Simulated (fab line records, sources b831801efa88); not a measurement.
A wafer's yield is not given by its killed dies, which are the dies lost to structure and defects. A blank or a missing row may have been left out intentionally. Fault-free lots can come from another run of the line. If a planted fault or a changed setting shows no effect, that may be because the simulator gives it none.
fab line records	flow sfq_line
[record] lots = 5	wafers = 23
route steps=325 shown JJ@188 M5@198 R5@217 I5@229 C5@240 M6@263 M7@282
start_h: hours from the record's opening day to when the first of the lot's shown wafers began	wait_h: hours since the lot's step before	" as in the row above	L1.1+2: several wafers, shown together as one row	- no value, or no start was given	* or withheld: withheld	< > ~ a bound
route shown NAME@n: a module of which the file shows steps, and the number in the route of the first	usual: average and standard deviation across the fault-free wafers	same: alike in all rows	chamber/n: place in a boat	sites: readings site by site	_std_site: standard deviation across them	_edge_site: mean of outer sites minus mean of inner sites	radius_mm: how far each site lies from the wafer's centre	mask NAME#n: copy n	behind: the tool/chamber that last shaped the wafer	hold: reason for holding the lot/hours on hold/outcome of the hold	device: the transistor (n, p or np) that didn't switch	end of line: tests run on the same wafers once the route is complete	where a step has no rows: the recipe by itself	killed: the dies lost at the first sort to structure and to defects; this is not the yield of the wafer	map: the dies of a wafer, with x for killed, . for not killed, _ for no die there
set.NAME: the setting as run; set.NAME@STEP: as run at that earlier step	model.NAME: the simulator's own value behind a step, which no gauge read
lots where settings were altered on purpose, with a table for each step and a row for each wafer
[[steps]]
[step SFQ_TRILAYER_JJ_CE_LITHO_EXPOSE_115]
[recipe] mask_id = J5	na = 0.6	source_shape = conventional	sigma_outer = 0.65	target_cd_nm = 700	dose_mj = 14.4
lot.wafer	tool	chamber	start_h	wait_h	mask	set.dose_mj
L076.1+2+3+4+6	krf_scanner-02	0	1415.33	-	J5#0	14.4
L078.1+2+6	krf_scanner-02	0	1426.13	-	J5#0	14.4
L078.4+5	"	0	"	"	J5#0	14.82
L079.2+5	krf_scanner-02	0	1427.53	-	J5#0	14.4
L079.3+4+6	"	0	"	"	J5#0	14.1
L080.3+5+6	krf_scanner-01	0	1432.73	-	J5#0	14.4
L084.1+2+3+5+6	krf_scanner-01	0	1449.13	-	J5#0	14.4
[step SFQ_TRILAYER_JJ_CE_LITHO_PEB_117]
[recipe] peb_temp_c = 115	peb_time_s = 60	resist = KrF
[step SFQ_TRILAYER_JJ_CE_LITHO_DEVELOP_116]
[recipe] time_s = 60	resist = KrF
[step SFQ_TRILAYER_JJ_CE_METRO_MEASURE_117]
[usual] cd_nm = 700.0/0.83
lot.wafer	tool	chamber	start_h	wait_h	set.dose_mj@TRILAYER_JJ_CE_LITHO_EXPOSE_115	cd_nm
L076.1	cd_sem-01	-	1416.86	0.0	14.4	699.7
L076.2	"	-	"	"	14.4	700.4
L076.3	"	-	"	"	14.4	701.0
L076.4	"	-	"	"	14.4	701.0
L076.6	"	-	"	"	14.4	701.1
L078.1	cd_sem-01	-	1427.66	0.0	14.4	699.9
L078.2	"	-	"	"	14.4	700.3
L078.4	"	-	"	"	14.82	693.7
L078.5	"	-	"	"	14.82	695.0
L078.6	"	-	"	"	14.4	700.2
L079.2	cd_sem-02	-	1429.06	0.2	14.4	700.0
L079.3	"	-	"	"	14.1	702.7
L079.4	"	-	"	"	14.1	702.9
L079.5	"	-	"	"	14.4	698.7
L079.6	"	-	"	"	14.1	701.7
L080.3	cd_sem-01	-	1434.27	0.4	14.4	699.4
L080.5	"	-	"	"	14.4	699.3
L080.6	"	-	"	"	14.4	699.9
L084.1	cd_sem-02	-	1450.67	0.0	14.4	699.6
L084.2	"	-	"	"	14.4	699.5
L084.3	"	-	"	"	14.4	700.0
L084.5	"	-	"	"	14.4	699.2
L084.6	"	-	"	"	14.4	699.0
[step SFQ_TRILAYER_M5_LITHO_COAT_128]
[recipe] resist = BARC	spin_rpm = 3000	resist_thk_nm = 62
lot.wafer	tool	chamber	start_h	wait_h	set.spin_rpm	model.BARC_of_TRILAYER_M5_LITHO_COAT_128.thk_nm
L076.1	litho_track-04	0	1419.58	0.0	3000	62.09
L076.2	"	0	"	"	3000	61.96
L076.3	"	0	"	"	2896	63.08
L076.4	"	0	"	"	2896	62.87
L076.6	"	0	"	"	3000	61.95
L078.1	litho_track-04	0	1430.34	0.0	3000	62.14
L078.2	"	0	"	"	3000	62.04
L078.4	"	0	"	"	3000	62.05
L078.5	"	0	"	"	2882	63.28
L078.6	"	0	"	"	2882	63.19
L079.2	litho_track-04	0	1431.59	0.1	3000	61.98
L079.3	"	0	"	"	3000	62.08
L079.4	"	0	"	"	3000	61.87
L079.5	"	0	"	"	3000	62.03
L079.6	"	0	"	"	3000	62.23
L080.3	litho_track-03	0	1436.64	0.1	3000	62.19
L080.5	"	0	"	"	3000	62.21
L080.6	"	0	"	"	3000	62.06
L084.1	litho_track-01	0	1453.34	0.0	3000	61.76
L084.2	"	0	"	"	3144	60.37
L084.3	"	0	"	"	3000	61.79
L084.5	"	0	"	"	3144	60.54
L084.6	"	0	"	"	3000	61.99
[step SFQ_TRILAYER_M5_ETCH_METAL_ETCH_126]
[recipe] target = Nb	stop_on = SiO2	mask_material = PR	over_etch_frac = 0.15	time_s = 203.2	chemistry = Cl2/BCl3	target_depth_nm = 265	icp_w = 600	bias_w = 80	pressure_mtorr = 10
[usual] oes_product_au = 0.727/0.0056
lot.wafer	tool	chamber	start_h	wait_h	set.time_s	oes_product_au	model.KrF_of_TRILAYER_M5_LITHO_COAT_123.thk_nm
L076.1	rie_metal-04	1	1421.93	0.0	203.2	0.724	371.7
L076.2	"	0	"	"	203.2	0.722	369.9
L076.3	"	0	"	"	203.2	0.729	367.8
L076.4	"	1	"	"	203.2	0.720	369.2
L076.6	"	1	"	"	203.2	0.723	369.4
L078.1	rie_metal-04	1	1432.81	0.0	203.2	0.728	370.5
L078.2	"	0	"	"	203.2	0.722	365.6
L078.4	"	1	"	"	203.2	0.713	368.3
L078.5	"	0	"	"	203.2	0.724	367.3
L078.6	"	1	"	"	203.2	0.719	369.6
L079.2	rie_metal-01	0	1434.01	0.0	203.2	0.735	368.5
L079.3	"	0	"	"	203.2	0.733	370.2
L079.4	"	1	"	"	182.8	0.770	391.8
L079.5	"	0	"	"	182.8	0.770	386.4
L079.6	"	1	"	"	182.8	0.770	394
L080.3	rie_metal-02	0	1438.95	0.1	203.2	0.723	368.2
L080.5	"	0	"	"	203.2	0.715	370.4
L080.6	"	1	"	"	203.2	0.725	376.4
L084.1	rie_metal-04	1	1455.69	0.0	203.2	0.733	366.9
L084.2	"	0	"	"	203.2	0.733	368
L084.3	"	1	"	"	173.3	0.793	391.3
L084.5	"	1	"	"	173.3	0.793	391
L084.6	"	0	"	"	173.3	0.793	387.7
[step SFQ_TRILAYER_R5_LITHO_COAT_141]
[recipe] resist = BARC	spin_rpm = 3000	resist_thk_nm = 62
lot.wafer	tool	chamber	start_h	wait_h	set.spin_rpm	model.BARC_of_TRILAYER_R5_LITHO_COAT_141.thk_nm
L076.1	litho_track-02	0	1427.46	0.1	3000	61.83
L076.2	"	0	"	"	3140	60.49
L076.3	"	0	"	"	3140	60.61
L076.4	"	0	"	"	3000	61.9
L076.6	"	0	"	"	3140	60.56
L078.1	litho_track-01	0	1438.34	0.1	3000	62.18
L078.2	"	0	"	"	3000	62.24
L078.4	"	0	"	"	3000	61.99
L078.5	"	0	"	"	3000	62.11
L078.6	"	0	"	"	3000	61.91
L079.2	litho_track-03	0	1440.01	0.1	3000	61.81
L079.3	"	0	"	"	2842	63.53
L079.4	"	0	"	"	2842	63.65
L079.5	"	0	"	"	2842	63.55
L079.6	"	0	"	"	3000	61.76
L080.3	litho_track-02	0	1444.52	0.1	3000	61.96
L080.5	"	0	"	"	3000	61.92
L080.6	"	0	"	"	3000	61.93
L084.1	litho_track-01	0	1461.26	0.1	3000	61.98
L084.2	"	0	"	"	3118	60.75
L084.3	"	0	"	"	3000	61.82
L084.5	"	0	"	"	3000	61.85
L084.6	"	0	"	"	3118	60.78
[step SFQ_TRILAYER_R5_BARC_OPEN_METAL_ETCH_177]
[recipe] mask_material = PR	chemistry = O2	target_depth_nm = 125	target = BARC	icp_w = 600	bias_w = 80	pressure_mtorr = 10	time_s = 41.7
[usual] oes_product_au = 0.685/0.005
lot.wafer	tool	chamber	start_h	wait_h	set.time_s	oes_product_au	model.KrF_of_TRILAYER_R5_LITHO_COAT_136.thk_nm
L076.1	rie_metal-02	1	1538.24	0.0	37.48	0.717	528.1
L076.2	"	0	"	"	41.7	0.677	522.5
L076.3	"	0	"	"	41.7	0.677	522.3
L076.4	"	1	"	"	41.7	0.680	522.8
L076.6	"	1	"	"	37.48	0.706	528.1
L078.1	rie_metal-01	1	1546.64	0.0	41.7	0.687	525.5
L078.2	"	0	"	"	41.7	0.690	524.3
L078.4	"	0	"	"	47.69	0.668	514.7
L078.5	"	0	"	"	47.69	0.674	515.1
L078.6	"	1	"	"	47.69	0.665	517.1
L079.2	rie_metal-02	1	1547.98	0.0	41.7	0.676	523
L079.3	"	0	"	"	41.7	0.693	520.5
L079.4	"	1	"	"	41.7	0.694	523
L079.5	"	1	"	"	41.7	0.700	522.1
L079.6	"	0	"	"	41.7	0.682	520.9
L080.3	rie_metal-01	0	1552.66	0.0	41.7	0.689	522.5
L080.5	"	0	"	"	41.7	0.670	522.8
L080.6	"	1	"	"	41.7	0.686	523.6
L084.1	rie_metal-02	1	1570.48	0.0	35.64	0.738	530.7
L084.2	"	0	"	"	41.7	0.673	524
L084.3	"	1	"	"	41.7	0.681	524.1
L084.5	"	1	"	"	41.7	0.684	523.2
L084.6	"	0	"	"	35.64	0.735	530.6
[step SFQ_TRILAYER_I5_LITHO_COAT_149]
[recipe] resist = BARC	spin_rpm = 3000	resist_thk_nm = 62
lot.wafer	tool	chamber	start_h	wait_h	set.resist_thk_nm	model.BARC_of_TRILAYER_I5_LITHO_COAT_149.thk_nm
L076.1	litho_track-02	0	1539.15	0.0	62	62.01
L076.2	"	0	"	"	62	61.96
L076.3	"	0	"	"	62	62.21
L076.4	"	0	"	"	62	62.05
L076.6	"	0	"	"	62	62.13
L078.1	litho_track-04	0	1547.55	0.0	62	62.04
L078.2	"	0	"	"	60.89	60.98
L078.4	"	0	"	"	62	62.21
L078.5	"	0	"	"	60.89	61.09
L078.6	"	0	"	"	62	62.14
L079.2	litho_track-01	0	1548.95	0.1	62	62.25
L079.3	"	0	"	"	62	62.27
L079.4	"	0	"	"	62	62.02
L079.5	"	0	"	"	64.12	64.11
L079.6	"	0	"	"	64.12	64.06
L080.3	litho_track-01	0	1553.65	0.1	62	61.84
L080.5	"	0	"	"	62	61.98
L080.6	"	0	"	"	62	61.97
L084.1	litho_track-04	0	1571.40	0.0	62	61.81
L084.2	"	0	"	"	59.02	58.99
L084.3	"	0	"	"	59.02	59.1
L084.5	"	0	"	"	62	61.77
L084.6	"	0	"	"	62	61.94
[step SFQ_TRILAYER_I5_BARC_OPEN_VIA_ETCH_200]
[recipe] mask_material = PR	chemistry = O2	target_depth_nm = 125	target = BARC	source_w = 500	bias_w = 80	pressure_mtorr = 30	time_s = 41.7
lot.wafer	tool	chamber	start_h	wait_h	set.pressure_mtorr	set.resist_thk_nm@TRILAYER_I5_LITHO_COAT_149	model.etch.depth_nm
L076.1+2+3+4+6	rie_diel-02	1,0,3,2,3	1546.48	0.0	27.1	62	-
L078.1+6	rie_diel-03	3,0	1645.17	0.0	33.6	62	-
L078.2	"	1	"	"	33.6	60.89	-
L078.4	"	2	"	"	33.6	62	62.21
L078.5	"	3	"	"	33.6	60.89	61.09
L079.2	rie_diel-01	3	1646.37	0.0	30	62	62.25
L079.3+4	"	2,1	"	"	30	62	-
L079.5+6	"	1,2	"	"	30	64.12	-
L080.3	rie_diel-01	0	1651.17	0.0	30	62	61.84
L080.5	"	1	"	"	30	62	61.98
L080.6	"	2	"	"	30	62	61.97
L084.1	rie_diel-02	0	1669.20	0.0	30	62	61.81
L084.2	"	3	"	"	30	59.02	-
L084.3	"	2	"	"	30	59.02	59.1
L084.5+6	"	0,1	"	"	30	62	-
[step SFQ_TRILAYER_C5_LITHO_COAT_156]
[recipe] resist = BARC	spin_rpm = 3000	resist_thk_nm = 62
lot.wafer	tool	chamber	start_h	wait_h	set.spin_rpm	model.BARC_of_TRILAYER_C5_LITHO_COAT_156.thk_nm
L076.1	litho_track-03	0	1547.45	0.0	3000	62.19
L076.2	"	0	"	"	3130	61.07
L076.3	"	0	"	"	3000	62.28
L076.4	"	0	"	"	3130	60.96
L076.6	"	0	"	"	3130	60.78
L078.1	litho_track-03	0	1646.13	0.0	3109	61.03
L078.2	"	0	"	"	3000	62.14
L078.4	"	0	"	"	3109	61.07
L078.5	"	0	"	"	3109	61.04
L078.6	"	0	"	"	3000	62.11
L079.2	litho_track-02	0	1647.38	0.1	2776	64.83
L079.3	"	0	"	"	3000	62.07
L079.4	"	0	"	"	2776	64.5
L079.5	"	0	"	"	2776	64.45
L079.6	"	0	"	"	3000	62.12
L080.3	litho_track-03	0	1652.25	0.1	3000	62.08
L080.5	"	0	"	"	3000	62.01
L080.6	"	0	"	"	3000	62.05
L084.1	litho_track-04	0	1670.34	0.0	2870	63.41
L084.2	"	0	"	"	2870	63.56
L084.3	"	0	"	"	3000	62.12
L084.5	"	0	"	"	3000	62.13
L084.6	"	0	"	"	2870	63.38
[step SFQ_TRILAYER_M6_ETCH_METAL_ETCH_162]
[recipe] target = Nb	stop_on = SiO2	mask_material = PR	chemistry = Cl2/Ar	target_depth_nm = 240	icp_w = 600	bias_w = 80	pressure_mtorr = 10	time_s = 120
lot.wafer	tool	chamber	start_h	wait_h	set.icp_w	model.KrF_of_TRILAYER_M6_LITHO_COAT_159.thk_nm
L076.1	rie_metal-04	0	1652.36	0.0	567.8	387.6
L076.2	"	1	"	"	600	381
L076.3	"	1	"	"	600	383.2
L076.4	"	0	"	"	567.8	387.5
L076.6	"	1	"	"	600	382
L078.1+6	rie_metal-01	0	1654.76	0.0	600	380.8
L078.2	"	1	"	"	600	384.8
L078.4	"	0	"	"	560.4	389.7
L078.5	"	1	"	"	560.4	393.2
L079.2	rie_metal-04	1	1657.26	0.0	629	375.3
L079.3	"	0	"	"	629	377.1
L079.4	"	1	"	"	600	381.1
L079.5	"	1	"	"	600	383
L079.6	"	0	"	"	629	375.7
L080.3	rie_metal-01	0	1726.45	0.1	600	382.5
L080.5	"	1	"	"	600	389.6
L080.6	"	0	"	"	600	384.5
L084.1	rie_metal-01	1	1767.92	0.0	600	389.6
L084.2	"	0	"	"	600	384.8
L084.3	"	0	"	"	535.1	399.5
L084.5	"	0	"	"	600	384.2
L084.6	"	1	"	"	535.1	403.7
[step SFQ_TRILAYER_M7_DEP_SPUTTER_175]
[recipe] material = Nb	base_pressure_pa = 1.33e-06	chamber_pressure_pa = 0.1333	substrate_temp_c = 20	target_thk_nm = 200	power_w = 2000	time_s = 133.3
lot.wafer	tool	chamber	start_h	wait_h	set.power_w	model.Nb_of_TRILAYER_M7_DEP_SPUTTER_175.thk_nm
L076.1	pvd_sputter-05	-	1670.08	0.0	2000	200.6
L076.2	"	-	"	"	2000	199.9
L076.3	"	-	"	"	2000	202.4
L076.4	"	-	"	"	2000	201
L076.6	"	-	"	"	2000	201.9
L078.1+4	pvd_sputter-06	-	1672.48	0.0	2000	195.4
L078.2	"	-	"	"	2000	196.7
L078.5	"	-	"	"	2000	197.2
L078.6	"	-	"	"	2000	194.5
L079.2	pvd_sputter-05	-	1673.68	0.0	2000	197.8
L079.3	"	-	"	"	1786	177.4
L079.4	"	-	"	"	1786	175.9
L079.5	"	-	"	"	1786	174.7
L079.6	"	-	"	"	2000	195.2
L080.3	pvd_sputter-06	-	1735.25	0.0	2000	196.4
L080.5	"	-	"	"	2000	197.9
L080.6	"	-	"	"	2000	198.9
L084.1	pvd_sputter-06	-	1874.28	0.0	2088	205.3
L084.2	"	-	"	"	2000	198
L084.3	"	-	"	"	2088	207
L084.5	"	-	"	"	2000	197
L084.6	"	-	"	"	2000	199
[step SFQ_M7_RS_MEAS_943]
[recipe] thk_meas_gauge = four-point-probe	reads = Nb_of_TRILAYER_M7_DEP_SPUTTER_175
[usual] M7_NB_RS = 0.896/0.011
lot.wafer	tool	chamber	start_h	wait_h	set.power_w@TRILAYER_M7_DEP_SPUTTER_175	M7_NB_RS[ohm/sq]
L076.1	film_metro-04	-	1670.17	0.0	2000	0.886
L076.2	"	-	"	"	2000	0.889
L076.3	"	-	"	"	2000	0.877
L076.4	"	-	"	"	2000	0.884
L076.6	"	-	"	"	2000	0.880
L078.1	film_metro-03	-	1672.57	0.0	2000	0.911
L078.2	"	-	"	"	2000	0.904
L078.4	"	-	"	"	2000	0.909
L078.5	"	-	"	"	2000	0.902
L078.6	"	-	"	"	2000	0.916
L079.2	film_metro-04	-	1673.79	0.1	2000	0.900
L079.3	"	-	"	"	1786	1.005
L079.4	"	-	"	"	1786	1.011
L079.5	"	-	"	"	1786	1.021
L079.6	"	-	"	"	2000	0.913
L080.3	film_metro-03	-	1735.38	0.1	2000	0.907
L080.5	"	-	"	"	2000	0.899
L080.6	"	-	"	"	2000	0.893
L084.1	film_metro-01	-	1874.37	0.0	2088	0.867
L084.2	"	-	"	"	2000	0.898
L084.3	"	-	"	"	2088	0.860
L084.5	"	-	"	"	2000	0.902
L084.6	"	-	"	"	2000	0.894
[step SFQ_TRILAYER_M7_LITHO_EXPOSE_178]
[recipe] mask_id = M7	na = 0.6	source_shape = conventional	sigma_outer = 0.65	target_cd_nm = 500	dose_mj = 14.4
lot.wafer	tool	chamber	start_h	wait_h	mask	set.dose_mj
L076.1+3+6	krf_scanner-02	0	1674.91	-	M7#0	15
L076.2+4	"	0	"	"	M7#0	14.4
L078.1+4+6	krf_scanner-02	0	1677.31	-	M7#0	14.4
L078.2+5	"	0	"	"	M7#0	15.14
L079.2+3+4	krf_scanner-02	0	1679.71	-	M7#0	14.4
L079.5+6	"	0	"	"	M7#0	15.12
L080.3+5+6	krf_scanner-02	0	1736.67	-	M7#0	14.4
L084.1+5	krf_scanner-02	0	1956.40	-	M7#0	14.4
L084.2+3+6	"	0	"	"	M7#0	14.08
[step SFQ_TRILAYER_M7_LITHO_PEB_180]
[recipe] peb_temp_c = 115	peb_time_s = 60	resist = KrF
[step SFQ_TRILAYER_M7_LITHO_DEVELOP_179]
[recipe] time_s = 60	resist = KrF
[step SFQ_TRILAYER_M7_BARC_OPEN_METAL_ETCH_229]
[recipe] mask_material = PR	chemistry = O2	target_depth_nm = 125	target = BARC	icp_w = 600	bias_w = 80	pressure_mtorr = 10	time_s = 41.7
lot.wafer	tool	chamber	start_h	wait_h	set.dose_mj@TRILAYER_M7_LITHO_EXPOSE_178	model.M7.cd_nm
L076.1	rie_metal-03	0	1676.45	0.0	15	491.3
L076.2	"	1	"	"	14.4	499
L076.3	"	1	"	"	15	492.1
L076.4	"	0	"	"	14.4	498.9
L076.6	"	1	"	"	15	491.2
L078.1+6	rie_metal-03	1	1678.85	0.0	14.4	500.3
L078.2	"	0	"	"	15.14	492.8
L078.4	"	0	"	"	14.4	500.1
L078.5	"	0	"	"	15.14	491.2
L079.2	rie_metal-02	1	1681.05	0.0	14.4	502.1
L079.3	"	1	"	"	14.4	501.1
L079.4	"	0	"	"	14.4	502.5
L079.5	"	0	"	"	15.12	495.7
L079.6	"	1	"	"	15.12	493.9
L080.3	rie_metal-03	0	1737.82	0.0	14.4	500.8
L080.5	"	0	"	"	14.4	499.5
L080.6	"	1	"	"	14.4	500.5
L084.1	rie_metal-04	0	1957.94	0.0	14.4	501.8
L084.2	"	1	"	"	14.08	506.9
L084.3+6	"	0	"	"	14.08	505.6
L084.5	"	1	"	"	14.4	501.3
[step SFQ_TRILAYER_M7_ETCH_METAL_ETCH_180]
[recipe] target = Nb	stop_on = SiO2	mask_material = PR	chemistry = Cl2/Ar	target_depth_nm = 240	icp_w = 600	bias_w = 80	pressure_mtorr = 10	time_s = 120
[usual] oes_product_au = 0.891/0.0086
lot.wafer	tool	chamber	start_h	wait_h	set.power_w@TRILAYER_M7_DEP_SPUTTER_175	set.dose_mj@TRILAYER_M7_LITHO_EXPOSE_178	oes_product_au	model.M7.cd_nm
L076.1	rie_metal-03	0	1676.51	0.0	2000	15	0.889	490.3
L076.2	"	1	"	"	2000	14.4	0.891	499.6
L076.3	"	1	"	"	2000	15	0.909	493.3
L076.4	"	0	"	"	2000	14.4	0.899	498.7
L076.6	"	1	"	"	2000	15	0.896	490.9
L078.1	rie_metal-03	1	1678.91	0.0	2000	14.4	0.880	500.7
L078.2	"	0	"	"	2000	15.14	0.884	491.5
L078.4	"	0	"	"	2000	14.4	0.893	499.1
L078.5	"	0	"	"	2000	15.14	0.883	491
L078.6	"	1	"	"	2000	14.4	0.882	501
L079.2	rie_metal-02	1	1681.11	0.0	2000	14.4	0.887	499.6
L079.3	"	1	"	"	1786	14.4	0.837	499.4
L079.4	"	0	"	"	1786	14.4	0.826	503.1
L079.5	"	0	"	"	1786	15.12	0.838	496.3
L079.6	"	1	"	"	2000	15.12	0.864	491
L080.3	rie_metal-03	0	1737.91	0.1	2000	14.4	0.883	500.9
L080.5	"	0	"	"	2000	14.4	0.879	500.5
L080.6	"	1	"	"	2000	14.4	0.885	501.7
L084.1	rie_metal-04	0	1958.00	0.0	2088	14.4	0.908	501.4
L084.2	"	1	"	"	2000	14.08	0.889	505.7
L084.3	"	0	"	"	2088	14.08	0.918	505.6
L084.5	"	1	"	"	2000	14.4	0.882	499.2
L084.6	"	0	"	"	2000	14.08	0.899	506.6
[[key]]
[split] step = SFQ_TRILAYER_JJ_CE_LITHO_EXPOSE_115	setting = dose_mj	stated = 14.4	by = wafer
[response] step = SFQ_TRILAYER_JJ_CE_METRO_MEASURE_117	reading = cd_nm	change = -1.82	per = 1%	r = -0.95
[split] step = SFQ_TRILAYER_M5_LITHO_COAT_128	setting = spin_rpm	stated = 3000	by = wafer
[response] step = SFQ_TRILAYER_M5_LITHO_COAT_128	reading = model.BARC_of_TRILAYER_M5_LITHO_COAT_128.thk_nm	change = -0.289	per = 1%	r = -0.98
[split] step = SFQ_TRILAYER_M5_ETCH_METAL_ETCH_126	setting = time_s	stated = 203.2	by = wafer
[response] step = SFQ_TRILAYER_M5_ETCH_METAL_ETCH_126	reading = oes_product_au	change = -0.00391	per = 1%	r = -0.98
[response] step = SFQ_TRILAYER_M5_ETCH_METAL_ETCH_126	reading = model.KrF_of_TRILAYER_M5_LITHO_COAT_123.thk_nm	change = -1.72	per = 1%	r = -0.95
[split] step = SFQ_TRILAYER_R5_LITHO_COAT_141	setting = spin_rpm	stated = 3000	by = wafer
[response] step = SFQ_TRILAYER_R5_LITHO_COAT_141	reading = model.BARC_of_TRILAYER_R5_LITHO_COAT_141.thk_nm	change = -0.307	per = 1%	r = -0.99
[split] step = SFQ_TRILAYER_R5_BARC_OPEN_METAL_ETCH_177	setting = time_s	stated = 41.7	by = wafer
[response] step = SFQ_TRILAYER_R5_BARC_OPEN_METAL_ETCH_177	reading = oes_product_au	change = -0.00277	per = 1%	r = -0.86
[response] step = SFQ_TRILAYER_R5_BARC_OPEN_METAL_ETCH_177	reading = model.KrF_of_TRILAYER_R5_LITHO_COAT_136.thk_nm	change = -0.558	per = 1%	r = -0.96
[split] step = SFQ_TRILAYER_I5_LITHO_COAT_149	setting = resist_thk_nm	stated = 62	by = wafer
[response] step = SFQ_TRILAYER_I5_LITHO_COAT_149	reading = model.BARC_of_TRILAYER_I5_LITHO_COAT_149.thk_nm	change = +0.577	per = 1%	r = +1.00
[response] step = SFQ_TRILAYER_I5_BARC_OPEN_VIA_ETCH_200	reading = model.etch.depth_nm	change = +0.573	per = 1%	r = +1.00
[split] step = SFQ_TRILAYER_I5_BARC_OPEN_VIA_ETCH_200	setting = pressure_mtorr	stated = 30	by = lot
response none clear
[split] step = SFQ_TRILAYER_C5_LITHO_COAT_156	setting = spin_rpm	stated = 3000	by = wafer
[response] step = SFQ_TRILAYER_C5_LITHO_COAT_156	reading = model.BARC_of_TRILAYER_C5_LITHO_COAT_156.thk_nm	change = -0.319	per = 1%	r = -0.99
[split] step = SFQ_TRILAYER_M6_ETCH_METAL_ETCH_162	setting = icp_w	stated = 600	by = wafer
[response] step = SFQ_TRILAYER_M6_ETCH_METAL_ETCH_162	reading = model.KrF_of_TRILAYER_M6_LITHO_COAT_159.thk_nm	change = -1.35	per = 1%	r = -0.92
[split] step = SFQ_TRILAYER_M7_DEP_SPUTTER_175	setting = power_w	stated = 2000	by = wafer
[response] step = SFQ_TRILAYER_M7_DEP_SPUTTER_175	reading = model.Nb_of_TRILAYER_M7_DEP_SPUTTER_175.thk_nm	change = +1.9	per = 1%	r = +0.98
[response] step = SFQ_M7_RS_MEAS_943	reading = M7_NB_RS	change = -0.00958	per = 1%	r = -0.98
[response] step = SFQ_TRILAYER_M7_ETCH_METAL_ETCH_180	reading = oes_product_au	change = +0.0041	per = 1%	r = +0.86
[split] step = SFQ_TRILAYER_M7_LITHO_EXPOSE_178	setting = dose_mj	stated = 14.4	by = wafer
[response] step = SFQ_TRILAYER_M7_BARC_OPEN_METAL_ETCH_229	reading = model.M7.cd_nm	change = -1.61	per = 1%	r = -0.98
[response] step = SFQ_TRILAYER_M7_ETCH_METAL_ETCH_180	reading = model.M7.cd_nm	change = -1.71	per = 1%	r = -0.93
